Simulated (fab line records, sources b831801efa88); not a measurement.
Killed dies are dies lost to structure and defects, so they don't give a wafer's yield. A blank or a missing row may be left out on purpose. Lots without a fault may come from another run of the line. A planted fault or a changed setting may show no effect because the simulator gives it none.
fab line records | flow sfq_line
record lots=6 wafers=18 last_day=92
route steps=325 shown M0@42 I0@43
lots that met no fault: from a run of the same line without faults
start_h: hours from the record's first day to the start of the lot's first wafer shown | wait_h: hours since the lot's step before | " the same as in the row above | L1.1+2: a row that stands for several wafers | - no value, or no start given | * or withheld: withheld | < > ~ a bound
route shown NAME@n: a module of which the file shows steps, and the number in the route of the first | usual: mean/standard deviation of fault-free wafers | same: alike in all rows | chamber/n: place in a boat | sites: the reading at each site | _std_site: their standard deviation | _edge_site: outer sites' mean less inner sites' | radius_mm: how far each site lies from the wafer's centre | mask NAME#n: copy n | behind: the tool/chamber that last shaped the wafer | hold: why the lot was held/for how many hours/how that ended | device: the transistor (n, p or np) that didn't switch | end of line: the same wafers' tests at the end of the route | a step without rows: its recipe alone | killed: dies lost to structure and defects at the first sort, not the wafer's yield | map: a wafer's dies, x killed, . not, _ none there
set.NAME: the setting as run; set.NAME@STEP: as run at that earlier step | model.NAME: the simulator's own value behind a step, which no gauge read
lots at some steps of the route; a table a step, a row a wafer
services: from which hour (start_h, from the record's first day; less than 0 if before it) a tool's chamber was out of use, for how many hours, and why
## steps
# step SFQ_TRILAYER_M0_STRIP_SOLV_CLEAN_026
# recipe chemistry=NMP temp_c=70 time_s=600
# step SFQ_TRILAYER_I0_DEP_PECVD_027
# recipe material=SiO2 temp_c=150 time_s=111.11 pressure_torr=2.4 rf_w=183.3 precursor=SiH4/N2O target_thk_nm=500
# usual heater_power_w=82/16 throttle_valve_pct=25.9/0.97
# columns lot.wafer tool chamber start_h wait_h heater_power_w throttle_valve_pct
L891.1 pecvd-01 2 227.68 0.0 101 26.3
L891.2 " 1 " " 67 27.0
L891.4 " 2 " " 106 26.2
L892.1 pecvd-03 2 231.27 0.0 82 25.0
L892.2 " 1 " " 107 24.2
L892.4 " 1 " " 93 24.4
L900.2 pecvd-01 1 288.39 0.0 70 27.0
L900.3 " 0 " " 79 26.5
L900.5 " 1 " " 76 27.2
L901.1 pecvd-02 1 299.19 0.0 73 26.4
L901.3 " 0 " " 68 26.1
L901.4 " 1 " " 74 26.6
L904.1 pecvd-01 0 303.09 0.0 73 26.6
L904.4 " 0 " " 75 26.5
L904.6 " 1 " " 75 26.7
L907.3 pecvd-01 1 332.76 0.0 73 26.9
L907.4 " 0 " " 81 26.6
L907.5 " 1 " " 77 27.1
# step SFQ_TRILAYER_I0_CMP_CMP_028
# recipe material=SiO2 down_force_psi=3 platen_rpm=60 pad_velocity_m_s=0.94248
# usual motor_current_A=9.7/0.55 time_to_endpoint_s=216/7.5
# columns lot.wafer tool chamber start_h wait_h motor_current_A time_to_endpoint_s
L891.2 cmp-02 0 239.81 12.1 10.5 216
L891.4 " 2 240.81 13.0 9.4 218
L891.1 " 3 " " 9.5 201
L892.2 cmp-01 1 246.83 15.5 8.9 206
L892.4 " 2 " " 9.6 223
L892.1 " 3 " " 10.6 209
L900.2 cmp-02 3 289.86 1.4 10.0 208
L900.3 " 1 290.86 2.4 10.2 206
L900.5 " 0 292.36 3.8 10.4 215
L901.4 cmp-02 2 299.27 0.0 10.0 218
L901.1 " 0 300.27 1.0 10.4 223
L901.3 " 1 " " 9.8 211
L904.1 cmp-01 2 307.13 4.0 9.1 206
L904.4 " 3 " " 10.0 214
L904.6 " 2 309.13 5.9 9.7 213
L907.4 cmp-02 0 333.84 1.0 10.6 235
L907.3 " 1 " " 9.7 214
L907.5 " 3 335.34 2.5 9.6 222
# step SFQ_I0_BOW_MEAS_907
# recipe mode=bow
# usual I0_BOW=0/7.3
# columns lot.wafer tool chamber start_h wait_h I0_BOW[um]
L891.1 film_metro-02 - 242.81 1.0 -14
L891.2 " - " " 3
L891.4 " - " " 6
L892.1 film_metro-04 - 249.83 1.5 -9
L892.2 " - " " -1
L892.4 " - " " -3
L900.2 film_metro-02 - 292.88 2.5 2
L900.3 " - " " -12
L900.5 " - " " -1
L901.1 film_metro-04 - 302.27 1.5 -1
L901.3 " - " " 6
L901.4 " - " " 1
L904.1 film_metro-03 - 309.63 2.0 -18
L904.4 " - " " -12
L904.6 " - " " -3
L907.3 film_metro-04 - 335.88 1.0 3
L907.4 " - " " 7
L907.5 " - " " 5
# step SFQ_TRILAYER_I0_METRO_MEASURE_029
# usual thk_nm=200.1/1.1
# columns lot.wafer tool chamber start_h wait_h thk_nm
L891.1 film_metro-02 - 242.93 0.1 199.7
L891.2 " - " " 199.9
L891.4 " - " " 200.9
L892.1 film_metro-04 - 249.95 0.1 199.2
L892.2 " - " " 199.8
L892.4 " - " " 199.9
L900.2 film_metro-02 - 293.18 0.3 200.3
L900.3 " - " " 199.9
L900.5 " - " " 201.4
L901.1 film_metro-04 - 302.39 0.1 199.6
L901.3 " - " " 198.2
L901.4 " - " " 200.1
L904.1 film_metro-03 - 309.75 0.1 200.7
L904.4 " - " " 200.7
L904.6 " - " " 200.0
L907.3 film_metro-04 - 336.36 0.5 199.3
L907.4 " - " " 200.2
L907.5 " - " " 201.0
# step SFQ_TRILAYER_I0_VIA_LITHO_COAT_036
# recipe resist=BARC spin_rpm=3000 resist_thk_nm=62
# step SFQ_TRILAYER_I0_VIA_LITHO_COAT_031
# recipe resist=KrF spin_rpm=3000 resist_thk_nm=650
# step SFQ_TRILAYER_I0_VIA_LITHO_SOFTBAKE_035
# recipe temp_c=withheld time_s=withheld resist=KrF
# step SFQ_TRILAYER_I0_VIA_LITHO_EXPOSE_032
# recipe mask_id=I0 na=0.6 source_shape=conventional sigma_outer=0.65 target_cd_nm=500 dose_mj=21.3
# step SFQ_TRILAYER_I0_VIA_LITHO_PEB_034
# recipe peb_temp_c=115 peb_time_s=60 resist=KrF
# step SFQ_TRILAYER_I0_VIA_LITHO_DEVELOP_033
# recipe time_s=60 resist=KrF
# step SFQ_I0_OVL_MEAS_908
# usual I0_OVL=-1/6.1
# columns lot.wafer tool chamber start_h wait_h I0_OVL[nm]
L891.1 overlay-02 - 359.73 0.1 -1
L891.2 " - " " -5
L891.4 " - " " 6
L892.1 overlay-02 - 370.37 0.1 5
L892.2 " - " " -3
L892.4 " - " " -6
L900.2 overlay-01 - 432.99 0.1 -2
L900.3 " - " " -2
L900.5 " - " " -4
L901.1 overlay-01 - 443.78 0.1 1
L901.3 " - " " 6
L901.4 " - " " 4
L904.1 overlay-02 - 454.58 0.1 6
L904.4 " - " " 6
L904.6 " - " " 6
L907.3 overlay-01 - 479.92 0.1 9
L907.4 " - " " 4
L907.5 " - " " 0
# step SFQ_TRILAYER_I0_VIA_BARC_OPEN_VIA_ETCH_046
# recipe mask_material=PR chemistry=O2 target_depth_nm=125 target=BARC source_w=500 bias_w=80 pressure_mtorr=30 time_s=41.7
# usual drypump_motor_current_A=5.9/0.61 oes_product_au=0.685/0.005
# columns lot.wafer tool chamber start_h wait_h drypump_motor_current_A oes_product_au rf_hours_counter_h model.KrF_of_TRILAYER_I0_VIA_LITHO_COAT_031.thk_nm
L891.1 rie_diel-01 2 359.76 0.0 4.9 0.688 46 572.6
L891.2 " 0 " " 6.0 0.686 26 572
L891.4 " 3 " " 6.4 0.678 1 572.5
L892.1 rie_diel-04 2 370.41 0.0 6.3 0.686 6 573.9
L892.2 " 0 " " 5.2 0.690 9 575.6
L892.4 " 3 " " 5.7 0.680 25 573.1
L900.2 rie_diel-01 1 433.02 0.0 6.7 0.680 8 579.8
L900.3 " 3 " " 6.4 0.686 2 579.7
L900.5 " 0 " " 6.0 0.689 - 579.8
L901.1 rie_diel-01 1 443.82 0.0 6.6 0.692 8 581.2
L901.3 " 0 " " 6.0 0.684 27 576.5
L901.4 " 3 " " 6.4 0.695 2 578.2
L904.1 rie_diel-04 3 454.62 0.0 5.8 0.688 27 571.2
L904.4 " 1 " " 6.4 0.680 98 570.8
L904.6 " 0 " " 5.2 0.681 - 570.8
L907.3 rie_diel-04 3 479.95 0.0 5.8 0.678 27 569.8
L907.4 " 0 " " 5.1 0.692 11 568.8
L907.5 " 2 " " 6.3 0.685 - 571.6
# step SFQ_TRILAYER_I0_VIA_ETCH_VIA_ETCH_034
# recipe target=SiO2 stop_on=Nb mask_material=PR taper_deg=20 chemistry=CHF3 target_depth_nm=260 source_w=500 bias_w=80 pressure_mtorr=30 time_s=withheld
# usual drypump_motor_current_A=5.9/0.6 oes_product_au=0.854/0.0053
# columns lot.wafer tool chamber start_h wait_h drypump_motor_current_A oes_product_au model.KrF_of_TRILAYER_I0_VIA_LITHO_COAT_031.thk_nm
L891.1 rie_diel-01 2 359.80 0.0 5.0 0.862 528
L891.2 " 0 " " 6.0 0.861 528
L891.4 " 3 " " 6.4 0.861 527.9
L892.1 rie_diel-04 2 370.45 0.0 6.2 0.856 529.1
L892.2 " 0 " " 5.2 0.855 530.4
L892.4 " 3 " " 5.7 0.858 528.1
L900.2 rie_diel-01 1 433.06 0.0 6.7 0.849 536.4
L900.3 " 3 " " 6.4 0.854 535.7
L900.5 " 0 " " 6.0 0.856 536.1
L901.1 rie_diel-01 1 443.86 0.0 6.7 0.854 536.9
L901.3 " 0 " " 6.0 0.861 531.9
L901.4 " 3 " " 6.4 0.865 533.3
L904.1 rie_diel-04 3 454.66 0.0 5.8 0.849 526.1
L904.4 " 1 " " 6.4 0.858 525.9
L904.6 " 0 " " 5.2 0.855 525.1
L907.3 rie_diel-04 3 479.99 0.0 5.8 0.856 525.4
L907.4 " 0 " " 5.2 0.853 523.3
L907.5 " 2 " " 6.2 0.856 526.9
# step SFQ_TRILAYER_I0_VIA_STRIP_STRIP_035
# recipe gas=O2 power_w=200 platen_temp_c=40 overash_fraction=0.65 chemistry=O2 pressure_mtorr=50
# usual drypump_motor_current_A=5.2/0.37 oes_product_au=1.001/0.014
# columns lot.wafer tool chamber start_h wait_h drypump_motor_current_A oes_product_au rf_hours_counter_h
L891.1 rie_metal-04 0 359.91 - 5.1 1.013 48
L891.2 " 0 " " 5.0 1.005 -
L891.4 " 0 " " 5.1 1.022 -
L892.1 rie_metal-04 1 370.56 - 5.3 1.007 2
L892.2 " 0 " " 5.1 1.029 51
L892.4 " 0 " " 5.1 1.018 -
L900.2 rie_metal-02 1 433.17 - 4.7 1.013 18
L900.3 " 1 " " 4.7 1.011 -
L900.5 " 1 " " 4.7 1.008 -
L901.1 rie_metal-04 0 443.97 - 5.1 1.016 61
L901.3 " 1 " " 5.3 1.007 -
L901.4 " 0 " " 5.1 1.012 -
L904.1 rie_metal-04 0 454.77 - 5.1 1.016 62
L904.4 " 1 " " 5.3 0.993 -
L904.6 " 1 " " 5.3 1.007 -
L907.3 rie_metal-04 0 480.30 - 5.1 1.015 -
L907.4 " 1 " " 5.3 0.993 -
L907.5 " 1 " " 5.3 0.993 -
## services
# columns tool chamber start_h hours kind
rie_diel-01 - 211.64 2.8 pm
rie_diel-01 - 217.40 14.6 pm
rie_diel-04 1 219.44 2.6 repair
rie_metal-04 1 229.75 10.0 repair
rie_diel-01 3 244.66 4.1 repair
pecvd-01 - 257.23 6.0 pm
rie_diel-01 - 259.03 0.6 repair
rie_metal-04 - 264.76 1.7 repair
cmp-02 - 276.09 1.2 repair
rie_diel-01 0 279.07 4.3 repair
pecvd-01 2 288.22 20.7 repair
rie_metal-04 0 304.58 3.6 repair
rie_diel-01 0 339.78 14.8 repair
rie_diel-01 3 343.46 10.0 repair
rie_diel-01 2 382.36 9.5 repair
rie_diel-04 2 426.69 9.6 repair
rie_diel-04 0 433.57 1.4 repair
rie_diel-04 - 438.88 14.6 pm
rie_diel-01 - 442.12 0.3 repair
rie_metal-04 - 445.66 0.7 repair
rie_diel-01 0 457.20 1.9 repair
rie_diel-04 - 458.37 5.5 repair
rie_metal-04 - 464.35 1.4 pm
rie_diel-01 0 470.16 7.1 repair
## key
first_sign none at tools or gauges
model_effect step=SFQ_TRILAYER_I0_VIA_BARC_OPEN_VIA_ETCH_046 value=KrF_of_TRILAYER_I0_VIA_LITHO_COAT_031.thk_nm without=572 struck=579.2
model_effect step=SFQ_TRILAYER_I0_VIA_ETCH_VIA_ETCH_034 value=KrF_of_TRILAYER_I0_VIA_LITHO_COAT_031.thk_nm without=527.9 struck=535
met_at SFQ_TRILAYER_I0_VIA_BARC_OPEN_VIA_ETCH_046
struck_wafers L900.2,L900.3,L900.5,L901.1,L901.3,L901.4
onset_between 359.76 433.02
fault kind=process_parameter_drift tool=rie_diel-01 chamber=- onset_h=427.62 steps=SFQ_TRILAYER_I0_VIA_BARC_OPEN_VIA_ETCH_046 channel=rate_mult offset=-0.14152 shape=step end_h=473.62
